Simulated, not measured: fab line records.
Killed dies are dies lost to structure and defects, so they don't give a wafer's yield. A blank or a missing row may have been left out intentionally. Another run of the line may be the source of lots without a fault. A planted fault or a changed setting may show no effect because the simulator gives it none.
Comparing a struck lot with a sound one    flow gf180mcu    14 out of 602 route steps
Sound: the wafers L985.2, L985.3, L985.5. Wafers L983.1, L983.2, L983.4 were the ones struck. The cause comes at the end.
Each step with rows lists, per side, the tool, then ch with its chambers, then its first start. Under that, the readings that differ: sound wafers    struck wafers    difference of the means    sigmas: that difference in standard deviations of wafers without a fault.
alike: same words and numbers on both sides, and readings whose means sit less than 2 such deviations apart. not compared: any withheld reading, any reading some wafer has no value for, any bound like >300 that may hide the same value, and any number with overlapping values for which the record gives no deviation.
The two part at a step that has a row with sigmas, a row that says differs or no value, or rows on one side only. Numbers that have no deviation but don't overlap get no sigmas and don't part them. A reading missing from all wafers of one side parts the sides only when that side holds two or more wafers.

GF_V1_OVL_MEAS_15:
  sound on overlay-01, day 25 08:44; struck on overlay-01, day 25 05:25
  alike: V1_OVL
then, 5 steps without rows for these wafers: GF_V1_ETCH_16 (etches BARC in N2/H2); GF_V1_ETCH_17 (etches SiO2 in C4F8/O2/Ar, stops on TiN, target depth 630 nm); GF_V1_STRIP_18 (strips in O2/N2); GF_V1_STRIP_19 (strips in post etch residue remover, time 1200 s); GF_V1_CLEAN_20 (cleans in DIW).
GF_V1_SPUTTER_21: material Ti, target thk 15 nm, time 80.02 s.
  sound on pvd sputter-02, day 25 09:26; struck on pvd sputter-02, day 25 06:07
  alike: cathode dc power W, chamber pressure pa, throttle valve pct
GF_V1_SPUTTER_22: material TiN, target thk 10 nm, time 40 s.
  sound on pvd sputter-02, day 25 09:29; struck on pvd sputter-02, day 25 06:11
  alike: cathode dc power W, chamber pressure pa, throttle valve pct
GF_V1_CVD_23: deposits W, target thk 350 nm, time 105.05 s.
  sound on cvd w-02 ch 0,1, day 25 09:32; struck on cvd w-01 ch 0,1, day 25 06:13
  alike: heater power w
GF_V1_RS_MEAS_24: measures by four-point-probe.
  sound on film metro-04, day 25 09:40; struck on film metro-02, day 25 06:20
  alike: V1_W_RS
GF_V1_THK_MEAS_25: measures by xrf.
  sound on film metro-04, day 25 09:46; struck on film metro-02, day 25 06:27
  alike: V1_W_THK
GF_V1_CMP_26: polishes, stops on SiO2, t overpolish 15 s, target thk 0 nm.
  sound on cmp-02 ch 0,2, day 25 09:52; struck on cmp-01 ch 0,2,3, day 25 06:31
reading                 sound     struck    difference  sigmas
time to endpoint s (s)  90 88 90  81 77 78  -11         -3
  alike: motor current A, overpolish run s
GF_M2_SPUTTER_00: material Ti, target thk 37.5 nm, time 150 s.
  sound on pvd sputter-01, day 25 10:07; struck on pvd sputter-04, day 25 06:49
  no value came back on the struck wafers for cathode dc power W (W), chamber pressure pa (Pa), throttle valve pct (%); on the sound wafers cathode dc power W (W) reads 3999.5 3999.9 4000.0
GF_M2_SPUTTER_01: material TiN, target thk 30 nm, time 25 s.
  sound on pvd sputter-01, day 25 10:13; struck on pvd sputter-04, day 25 06:55
  alike: cathode dc power W, chamber pressure pa, throttle valve pct

## WHERE THEY PART
Earliest at GF_V1_CMP_26; latest, in this record, at GF_M2_SPUTTER_00. Later steps at which nothing parts them and some readings are alike: GF_M2_SPUTTER_01.

WHY: what had been put in by the simulator
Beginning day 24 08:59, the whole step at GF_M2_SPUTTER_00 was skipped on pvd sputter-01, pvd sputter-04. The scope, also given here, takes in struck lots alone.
